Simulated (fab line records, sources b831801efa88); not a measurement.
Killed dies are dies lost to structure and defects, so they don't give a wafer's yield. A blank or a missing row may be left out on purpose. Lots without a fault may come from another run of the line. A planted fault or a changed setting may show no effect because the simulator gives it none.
fab line records | flow sky130
record lots=13 wafers=39 last_day=50
route steps=708 shown POLY_CUT@319 RES_XHIGH@340 SD_N@353 LI_CONTACT@375
lots that met no fault: from a run of the same line without faults
start_h: hours from the record's first day to the start of the lot's first wafer shown | wait_h: hours since the lot's step before | " the same as in the row above | L1.1+2: a row that stands for several wafers | - no value, or no start given | * or withheld: withheld | < > ~ a bound
route shown NAME@n: a module of which the file shows steps, and the number in the route of the first | usual: mean/standard deviation of fault-free wafers | same: alike in all rows | chamber/n: place in a boat | sites: the reading at each site | _std_site: their standard deviation | _edge_site: outer sites' mean less inner sites' | radius_mm: how far each site lies from the wafer's centre | mask NAME#n: copy n | behind: the tool/chamber that last shaped the wafer | hold: why the lot was held/for how many hours/how that ended | device: the transistor (n, p or np) that didn't switch | end of line: the same wafers' tests at the end of the route | a step without rows: its recipe alone | killed: dies lost to structure and defects at the first sort, not the wafer's yield | map: a wafer's dies, x killed, . not, _ none there
set.NAME: the setting as run; set.NAME@STEP: as run at that earlier step | model.NAME: the simulator's own value behind a step, which no gauge read
steps of the route over a sample of lots; a table a step, a row a wafer
services: from which hour (start_h, from the record's first day; less than 0 if before it) a tool's chamber was out of use, for how many hours, and why
## steps
# step SKY_POLY_CUT_STRIP_12
# recipe chemistry=O2/N2 power_w=1400 pressure_mtorr=1500 platen_temp_c=withheld o2_flow_sccm=3000 n2_flow_sccm=300 overash_fraction=0.5
# usual drypump_motor_current_A=5.6/0.31 oes_product_au=0.452/0.0046 strip_time_to_endpoint_s=5.355/0.019
# columns lot.wafer tool chamber start_h wait_h drypump_motor_current_A oes_product_au rf_hours_counter_h strip_time_to_endpoint_s
L556.1 plasma_asher-01 0 560.80 0.0 5.9 0.448 43 5.335
L556.3 " 0 " " 5.9 0.458 - 5.348
L556.4 " 1 " " 5.2 0.459 - 5.362
L557.1 plasma_asher-01 0 569.17 0.0 5.9 0.452 44 5.338
L557.5 " 0 " " 5.9 0.452 - 5.351
L557.6 " 1 " " 5.2 0.458 - 5.340
L558.1 plasma_asher-01 0 578.05 0.0 5.9 0.449 45 5.364
L558.3 " 1 " " 5.2 0.450 - 5.353
L558.5 " 0 " " 5.9 0.455 - 5.357
L559.1 plasma_asher-04 0 592.12 0.0 6.1 0.458 85 5.331
L559.2 " 1 " " 5.4 0.450 85 5.352
L559.3 " 1 " " 5.5 0.447 - 5.333
L561.2 plasma_asher-04 1 607.38 0.0 5.4 0.459 86 5.363
L561.4 " 0 " " 6.0 0.454 - 5.372
L561.6 " 1 " " 5.4 0.448 - 5.385
L562.2 plasma_asher-04 0 609.35 0.0 6.1 0.454 87 5.393
L562.3 " 0 " " 6.1 0.453 - 5.375
L562.6 " 1 " " 5.4 0.453 - 5.389
L565.2 plasma_asher-01 0 638.60 0.0 5.9 0.455 52 5.340
L565.5 " 0 " " 5.9 0.447 - 5.344
L565.6 " 1 " " 5.2 0.456 - 5.323
L566.4 plasma_asher-01 0 641.41 0.1 5.9 0.453 - 5.359
L566.5 " 1 " " 5.2 0.451 - 5.387
L566.6 " 0 " " 5.9 0.452 - 5.351
L567.2 plasma_asher-03 1 651.95 0.0 5.7 0.450 81 5.351
L567.3 " 0 " " 5.7 0.452 - 5.352
L567.6 " 1 " " 5.7 0.453 - 5.333
L571.2 plasma_asher-03 1 701.70 0.0 5.7 0.446 85 5.346
L571.3 " 0 " " 5.7 0.454 - 5.360
L571.6 " 0 " " 5.7 0.454 - 5.377
L570.1 plasma_asher-03 0 702.15 0.0 5.7 0.447 86 5.341
L570.2 " 1 " " 5.7 0.449 86 5.335
L570.4 " 0 " " 5.7 0.452 - 5.359
L573.1 plasma_asher-04 1 702.50 0.0 5.4 0.456 96 5.373
L573.2 " 0 " " 6.1 0.452 96 5.343
L573.4 " 1 " " 5.4 0.446 - 5.358
L579.1 plasma_asher-01 0 748.98 0.0 5.9 0.456 63 5.352
L579.5 " 0 " " 5.9 0.451 - 5.351
L579.6 " 1 " " 5.2 0.450 - 5.352
# step SKY_RES_XHIGH_STRIP_08
# recipe chemistry=O2/N2 power_w=1400 pressure_mtorr=1500 platen_temp_c=withheld o2_flow_sccm=3000 n2_flow_sccm=300 overash_fraction=0.5
# usual drypump_motor_current_A=5.9/0.52 oes_product_au=0.710/0.0043 strip_time_to_endpoint_s=14.30/0.051
# columns lot.wafer tool chamber start_h wait_h drypump_motor_current_A oes_product_au rf_hours_counter_h strip_time_to_endpoint_s
L556.1 plasma_asher-02 0 620.01 0.1 6.8 0.715 18 14.25
L556.3 " 1 " " 5.8 0.718 - 14.22
L556.4 " 0 " " 6.8 0.710 - 14.26
L557.1 plasma_asher-02 1 629.21 0.1 5.7 0.706 20 14.30
L557.5 " 1 " " 5.8 0.707 - 14.26
L557.6 " 0 " " 6.8 0.703 - 14.29
L558.1 plasma_asher-02 1 636.84 0.1 5.8 0.715 21 14.35
L558.3 " 1 " " 5.8 0.706 - 14.32
L558.5 " 1 " " 5.8 0.712 - 14.29
L559.1 plasma_asher-01 1 650.19 0.1 5.2 0.708 53 14.30
L559.2 " 0 " " 5.9 0.712 53 14.36
L559.3 " 0 " " 5.9 0.716 - 14.30
L561.2 plasma_asher-02 0 664.49 0.1 6.8 0.710 24 14.36
L561.4 " 1 " " 5.7 0.707 - 14.33
L561.6 " 0 " " 6.9 0.712 - 14.33
L562.2 plasma_asher-02 1 665.91 0.1 5.8 0.715 24 14.27
L562.3 " 0 " " 6.8 0.701 - 14.32
L562.6 " 1 " " 5.7 0.713 - 14.33
L565.2 plasma_asher-03 0 694.49 0.1 5.7 0.715 85 14.25
L565.5 " 0 " " 5.7 0.716 - 14.23
L565.6 " 1 " " 5.7 0.706 - 14.26
L566.4 plasma_asher-01 0 696.48 0.1 5.9 0.713 - 14.32
L566.5 " 1 " " 5.2 0.716 - 14.35
L566.6 " 0 " " 5.9 0.713 - 14.37
L567.2 plasma_asher-01 1 707.16 0.1 5.2 0.713 59 14.35
L567.3 " 1 " " 5.2 0.711 - 14.35
L567.6 " 0 " " 5.9 0.709 - 14.36
L571.2 plasma_asher-02 0 756.96 0.1 6.8 0.704 33 14.28
L571.3 " 1 " " 5.7 0.710 - 14.24
L571.6 " 1 " " 5.8 0.719 - 14.32
L570.1 plasma_asher-02 0 758.29 0.1 6.8 0.703 33 14.38
L570.2 " 1 " " 5.8 0.710 33 14.33
L570.4 " 0 " " 6.8 0.714 - 14.35
L573.1 plasma_asher-02 0 758.94 0.1 6.8 0.942 33 -
L573.2 " 1 " " 5.7 0.941 33 -
L573.4 " 1 " " 5.7 0.951 - -
L579.1 plasma_asher-03 1 803.29 0.1 5.7 0.707 95 14.30
L579.5 " 1 " " 5.7 0.712 - 14.38
L579.6 " 0 " " 5.7 0.712 - 14.35
# step SKY_SD_N_STRIP_11
# recipe chemistry=O2/N2 power_w=1400 pressure_mtorr=1500 platen_temp_c=withheld o2_flow_sccm=3000 n2_flow_sccm=300 overash_fraction=0.5
# usual drypump_motor_current_A=5.9/0.55 oes_product_au=0.528/0.0045 strip_time_to_endpoint_s=22.55/0.048
# columns lot.wafer tool chamber start_h wait_h drypump_motor_current_A oes_product_au rf_hours_counter_h strip_time_to_endpoint_s
L556.1 plasma_asher-01 1 648.61 0.1 5.2 0.523 53 22.60
L556.3 " 0 " " 5.9 0.536 - 22.50
L556.4 " 1 " " 5.2 0.524 - 22.54
L557.1 plasma_asher-02 0 658.56 0.1 6.8 0.531 23 22.53
L557.5 " 1 " " 5.7 0.527 - 22.52
L557.6 " 0 " " 6.9 0.534 - 22.59
L558.1 plasma_asher-01 1 665.11 0.1 5.2 0.529 54 22.49
L558.3 " 0 " " 5.9 0.528 - 22.51
L558.5 " 0 " " 5.9 0.530 - 22.56
L559.1 plasma_asher-02 0 676.97 0.1 6.8 0.527 25 22.47
L559.2 " 1 " " 5.8 0.528 25 22.53
L559.3 " 0 " " 6.8 0.529 - 22.50
L561.2 plasma_asher-01 0 692.28 0.1 5.9 0.529 57 22.48
L561.4 " 0 " " 5.9 0.523 - 22.50
L561.6 " 1 " " 5.2 0.521 - 22.53
L562.2 plasma_asher-01 1 694.46 0.1 5.2 0.532 57 22.57
L562.3 " 0 " " 5.9 0.527 - 22.52
L562.6 " 0 " " 5.9 0.526 - 22.53
L565.2 plasma_asher-02 0 722.17 0.1 6.8 0.531 29 22.60
L565.5 " 1 " " 5.7 0.528 - 22.57
L565.6 " 0 " " 6.8 0.532 - 22.55
L566.4 plasma_asher-01 1 725.10 0.1 5.2 0.535 - 22.48
L566.5 " 1 " " 5.2 0.526 - 22.51
L566.6 " 0 " " 5.8 0.532 - 22.49
L567.2 plasma_asher-02 0 734.91 0.1 6.8 0.528 31 22.57
L567.3 " 0 " " 6.8 0.528 - 22.57
L567.6 " 0 " " 6.8 0.530 - 22.51
L571.2 plasma_asher-02 1 783.47 0.1 5.7 0.532 35 22.61
L571.3 " 1 " " 5.8 0.530 - 22.60
L571.6 " 1 " " 5.8 0.523 - 22.57
L570.1 plasma_asher-01 0 785.07 0.1 5.9 0.528 66 22.59
L570.2 " 1 " " 5.2 0.531 66 22.58
L570.4 " 1 " " 5.2 0.532 - 22.59
L573.1 plasma_asher-01 0 786.02 0.1 5.9 0.538 66 24.25
L573.2 " 1 " " 5.2 0.535 66 24.27
L573.4 " 1 " " 5.2 0.543 - 24.22
L579.1 plasma_asher-01 0 830.72 0.1 5.9 0.523 71 22.57
L579.5 " 0 " " 5.9 0.528 - 22.57
L579.6 " 1 " " 5.2 0.537 - 22.50
# step SKY_SD_N_TW_MEAS_12
# usual SD_N_TW=3979/31
# columns lot.wafer tool chamber start_h wait_h SD_N_TW
L556.1 film_metro-02 - 648.71 0.1 3929
L556.3 " - " " 3924
L556.4 " - " " 3941
L557.1 film_metro-01 - 658.66 0.1 4023
L557.5 " - " " 4013
L557.6 " - " " 4011
L558.1 film_metro-02 - 665.21 0.1 3971
L558.3 " - " " 3940
L558.5 " - " " 3951
L559.1 film_metro-02 - 677.07 0.1 3968
L559.2 " - " " 3960
L559.3 " - " " 3951
L561.2 film_metro-01 - 692.39 0.1 3936
L561.4 " - " " 3966
L561.6 " - " " 3951
L562.2 film_metro-02 - 694.57 0.1 3986
L562.3 " - " " 3966
L562.6 " - " " 3983
L565.2 film_metro-02 - 722.28 0.1 3955
L565.5 " - " " 3986
L565.6 " - " " 3949
L566.4 film_metro-03 - 725.19 0.1 3987
L566.5 " - " " 3997
L566.6 " - " " 3979
L567.2 film_metro-02 - 735.02 0.1 3940
L567.3 " - " " 3939
L567.6 " - " " 3958
L571.2 film_metro-01 - 783.58 0.1 3932
L571.3 " - " " 3955
L571.6 " - " " 3959
L570.1 film_metro-02 - 785.17 0.1 3969
L570.2 " - " " 3971
L570.4 " - " " 3949
L573.1 film_metro-01 - 786.12 0.1 482
L573.2 " - " " 492
L573.4 " - " " 493
L579.1 film_metro-02 - 830.82 0.1 3963
L579.5 " - " " 3996
L579.6 " - " " 3984
# step SKY_SD_N_RS_MEAS_18
# recipe thk_meas_gauge=four-point-probe
# usual RES_XHIGH_RS=333.3/1.1
# columns lot.wafer tool chamber start_h wait_h RES_XHIGH_RS[ohm/sq]
L556.1 film_metro-03 - 649.24 0.1 333.1
L556.3 " - " " 333.2
L556.4 " - " " 332.7
L557.1 film_metro-02 - 659.19 0.1 333.4
L557.5 " - " " 333.4
L557.6 " - " " 333.7
L558.1 film_metro-01 - 665.74 0.1 332.8
L558.3 " - " " 332.4
L558.5 " - " " 331.8
L559.1 film_metro-02 - 677.59 0.1 333.2
L559.2 " - " " 333.6
L559.3 " - " " 333.2
L561.2 film_metro-03 - 692.93 0.1 332.8
L561.4 " - " " 332.5
L561.6 " - " " 334.0
L562.2 film_metro-01 - 695.11 0.1 332.5
L562.3 " - " " 332.9
L562.6 " - " " 331.3
L565.2 film_metro-02 - 722.81 0.1 335.4
L565.5 " - " " 333.0
L565.6 " - " " 334.3
L566.4 film_metro-01 - 725.75 0.1 332.1
L566.5 " - " " 332.0
L566.6 " - " " 331.4
L567.2 film_metro-03 - 735.56 0.1 334.1
L567.3 " - " " 332.4
L567.6 " - " " 332.9
L571.2 film_metro-03 - 784.11 0.1 335.6
L571.3 " - " " 335.3
L571.6 " - " " 335.8
L570.1 film_metro-01 - 785.69 0.1 333.3
L570.2 " - " " 334.3
L570.4 " - " " 333.0
L573.1 film_metro-01 - 786.64 0.1 332.0
L573.2 " - " " 333.7
L573.4 " - " " 333.4
L579.1 film_metro-03 - 831.34 0.1 334.3
L579.5 " - " " 334.8
L579.6 " - " " 334.2
# step SKY_LI_CONTACT_OVL_MEAS_13
# usual LI_CONTACT_OVL=-1/5.2
# columns lot.wafer tool chamber start_h wait_h LI_CONTACT_OVL[nm]
L556.1 overlay-02 - 676.48 0.1 3
L556.3 " - " " 2
L556.4 " - " " 4
L557.1 overlay-01 - 686.03 0.1 -5
L557.5 " - " " -8
L557.6 " - " " -4
L558.1 overlay-02 - 694.58 0.1 4
L558.3 " - " " 1
L558.5 " - " " 5
L559.1 overlay-02 - 707.38 0.1 -11
L559.2 " - " " -9
L559.3 " - " " -4
L561.2 overlay-02 - 721.96 0.1 4
L561.4 " - " " 4
L561.6 " - " " -2
L562.2 overlay-01 - 723.37 0.1 -1
L562.3 " - " " 3
L562.6 " - " " 3
L565.2 overlay-01 - 750.58 0.1 1
L565.5 " - " " 7
L565.6 " - " " 9
L566.4 overlay-02 - 757.23 0.1 8
L566.5 " - " " 12
L566.6 " - " " 12
L567.2 overlay-01 - 763.29 0.1 -1
L567.3 " - " " -10
L567.6 " - " " -11
L571.2 overlay-02 - 811.69 0.1 3
L571.3 " - " " 0
L571.6 " - " " 7
L570.1 overlay-01 - 812.38 0.1 2
L570.2 " - " " 0
L570.4 " - " " 8
L573.1 overlay-01 - 813.76 0.1 -4
L573.2 " - " " 1
L573.4 " - " " -4
L579.1 overlay-01 - 858.43 0.1 -8
L579.5 " - " " -5
L579.6 " - " " -10
## services
# columns tool chamber start_h hours kind
plasma_asher-03 - 546.80 15.6 pm
plasma_asher-04 - 613.78 2.4 repair
plasma_asher-03 - 620.85 22.9 repair
plasma_asher-03 - 688.47 2.8 pm
plasma_asher-04 - 733.75 9.0 pm
plasma_asher-04 0 733.75 9.0 vent_cycle
plasma_asher-04 1 733.75 9.0 vent_cycle
plasma_asher-04 0 742.75 - clean
plasma_asher-04 1 742.75 - clean
plasma_asher-02 - 750.00 4.3 pm
plasma_asher-02 - 810.74 1.0 repair
## key
first_sign step=SKY_RES_XHIGH_STRIP_08 reading=oes_product_au direction=up sigmas=54 usual=0.710 struck=0.945
effect step=SKY_SD_N_STRIP_11 reading=strip_time_to_endpoint_s direction=up sigmas=35 usual=* struck=*
effect step=SKY_SD_N_TW_MEAS_12 reading=SD_N_TW direction=down sigmas=99+ usual=3979 struck=489
met_at SKY_RES_XHIGH_STRIP_08
struck_lots L573
sort_left_out L573.1,L573.2,L573.4
tester_left_out L573
not_acting_at SKY_POLY_CUT_STRIP_12,SKY_SD_N_RS_MEAS_18,SKY_LI_CONTACT_OVL_MEAS_13
onset_between 758.29 758.94
fault kind=strip_aborted tool=plasma_asher-02 chamber=- onset_h=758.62 steps=SKY_RES_XHIGH_STRIP_08 offset=0.41109 end_h=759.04
# tester_left_out: of these lots the tester's yield and bins aren't shown, on N5 and GAA mostly nor the transistor test; their killed dies are dies lost to structure and defects alone, not to doping, threshold or leakage, so they don't give the yield
# sort_left_out: the simulated sort isn't trusted on such a fault, so these wafers' sort isn't shown, and their yield isn't known
